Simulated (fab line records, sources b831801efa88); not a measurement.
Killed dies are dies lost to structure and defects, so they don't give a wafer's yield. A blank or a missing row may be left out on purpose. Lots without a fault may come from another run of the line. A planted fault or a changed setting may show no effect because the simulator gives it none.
Which tool did it? | flow sky130 | 13 lots, 38 wafers sampled, at 4 steps of a route of 708

WHAT THE GAUGES READ, wafer by wafer
SKY_CONTACT_THK_MEAS_01. Usual: CONTACT_CVD_00_THK 75.3 nm, standard deviation 0.97.
lot  | measured     | on            | CONTACT_CVD_00_THK (nm) | flag
L436 | day 30 09:04 | film_metro-01 | 75.4 77.5 75.4          |
L437 | day 30 21:43 | film_metro-04 | 75.4 74.3 75.7          |
L438 | day 31 02:02 | film_metro-02 | 74.8 76.5 75.7          |
L440 | day 32 09:35 | film_metro-01 | 76.7 76.4 77.5          |
L441 | day 32 14:36 | film_metro-04 | 75.4 75.1 77.3          |
L442 | day 33 03:19 | film_metro-02 | 73.1 73.7 75.5          |
L444 | day 33 10:29 | film_metro-02 | 74.7 74.8 76.4          |
L446 | day 33 23:20 | film_metro-04 | 73.7 74.7 76.0          |
L447 | day 34 10:28 | film_metro-04 | 75.2 75.6 77.1          |
L449 | day 35 01:48 | film_metro-02 | 75.5 74.7 76.8          |
L450 | day 35 06:49 | film_metro-02 | 73.6 75.5               |
L458 | day 37 16:14 | film_metro-02 | 74.8 75.6 76.6          |
L459 | day 37 18:22 | film_metro-04 | 74.2 74.8 76.1          |

SKY_CONTACT_CD_MEAS_14: target cd 170 nm. Usual: cd_nm 170.4 nm, standard deviation 1.2.
lot  | measured     | on        | cd_nm (nm)        | flag
L436 | day 31 13:03 | cd_sem-02 | 171.4 171.3 171.5 |
L437 | day 32 00:36 | cd_sem-02 | 170.8 171.2 170.9 |
L438 | day 32 06:21 | cd_sem-01 | 170.7 171.3 171.4 |
L440 | day 33 13:16 | cd_sem-02 | 168.6 169.3 169.3 |
L441 | day 33 17:24 | cd_sem-01 | 170.8 170.7 171.1 |
L442 | day 34 05:43 | cd_sem-02 | 170.8 172.1 171.4 |
L444 | day 34 13:06 | cd_sem-01 | 170.2 173.0 172.7 |
L446 | day 35 02:40 | cd_sem-01 | 170.5 170.2 170.0 |
L447 | day 35 13:35 | cd_sem-02 | 150.0 170.7 171.2 | OFF
L449 | day 36 04:37 | cd_sem-01 | 151.5 153.1 172.9 | OFF
L450 | day 36 09:28 | cd_sem-02 | 150.0 170.1       | OFF
L458 | day 38 18:09 | cd_sem-01 | 170.7 170.6 170.2 |
L459 | day 38 20:01 | cd_sem-01 | 171.2 171.7 170.7 |

WHICH TOOL RAN EACH LOT (tool, then ch and the chambers of the sampled wafers, then the start)
lot  | SKY_LI_CONTACT_SPUTTER_20    | SKY_CONTACT_EXPOSE_11
L436 | pvd_sputter-04, day 29 03:04 | krf_scanner-01 ch 0, day 30 23:19
L437 | pvd_sputter-04, day 29 16:04 | krf_scanner-01 ch 0, day 31 12:16
L438 | pvd_sputter-01, day 29 20:11 | krf_scanner-01 ch 0, day 31 16:27
L440 | pvd_sputter-04, day 31 04:37 | krf_scanner-02 ch 0, day 33 00:08
L441 | pvd_sputter-01, day 31 09:35 | krf_scanner-02 ch 0, day 33 04:22
L442 | pvd_sputter-01, day 31 22:28 | krf_scanner-01 ch 0, day 33 17:36
L444 | pvd_sputter-03, day 32 06:13 | krf_scanner-01 ch 0, day 34 00:22
L446 | pvd_sputter-01, day 32 18:44 | krf_scanner-01 ch 0, day 34 12:58
L447 | pvd_sputter-03, day 33 06:53 | krf_scanner-01 ch 0, day 35 01:05
L449 | pvd_sputter-04, day 33 21:32 | krf_scanner-01 ch 0, day 35 15:23
L450 | pvd_sputter-03, day 34 02:05 | krf_scanner-01 ch 0, day 35 20:45
L458 | pvd_sputter-03, day 36 11:56 | krf_scanner-02 ch 0, day 38 05:50
L459 | pvd_sputter-03, day 36 13:35 | krf_scanner-02 ch 0, day 38 08:19
- SKY_LI_CONTACT_SPUTTER_20: material TiN, target thk 20 nm, time 80 s.
- SKY_CONTACT_EXPOSE_11: exposes mask CTM1, target cd 170 nm.

WHAT THE TOOLS THEMSELVES READ (means of the sampled wafers that have a number; where no wafer has one, the mark that the record gives instead)
SKY_LI_CONTACT_SPUTTER_20. Usual: throttle_valve_pct 30.8 %, standard deviation 1.4.
lot  | tool           | throttle_valve_pct (%) | flag
L436 | pvd_sputter-04 | 31.4                   |
L437 | pvd_sputter-04 | 30.0                   |
L438 | pvd_sputter-01 | 31.1                   |
L440 | pvd_sputter-04 | 29.8                   |
L441 | pvd_sputter-01 | 30.5                   |
L442 | pvd_sputter-01 | 31.1                   |
L444 | pvd_sputter-03 | 31.4                   |
L446 | pvd_sputter-01 | 31.0                   |
L447 | pvd_sputter-03 | 31.5                   |
L449 | pvd_sputter-04 | 28.7                   |
L450 | pvd_sputter-03 | 32.2                   |
L458 | pvd_sputter-03 | 31.8                   |
L459 | pvd_sputter-03 | 31.4                   |

THE ANSWER, worked out from the rows above alone
Rule: a lot is off if the mean of its wafers that have a number lies more than 3 standard deviations from the usual mean. A lot without any number at a reading at which 4 lots or more have one is off too. The other lots that the step has rows for count as sound. The gauges are gone through in route order, then the tools' own readings, and for those a lot's mean is taken as printed above. The first step at which some lot is off is used, and at that step the reading that is off furthest; a lot without a number counts as furthest.
Off: L447, L449, L450, at SKY_CONTACT_CD_MEAS_14 (cd_nm).
A tool fits if, at a process step before that reading, it ran every lot that is off, and no sound lot after the first of them. The gauges at SKY_CONTACT_CD_MEAS_14 are tried like those tools. One fits: krf_scanner-01 at SKY_CONTACT_EXPOSE_11. Its last sound lot is L446 (day 34 12:58), its first lot that is off L447 (day 35 01:05): a fault that began between those two fits.

WHAT THE SIMULATOR HAD PUT IN
Process parameter drift: krf_scanner-01, from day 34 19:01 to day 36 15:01, at SKY_CONTACT_EXPOSE_11. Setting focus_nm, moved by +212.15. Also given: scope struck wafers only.
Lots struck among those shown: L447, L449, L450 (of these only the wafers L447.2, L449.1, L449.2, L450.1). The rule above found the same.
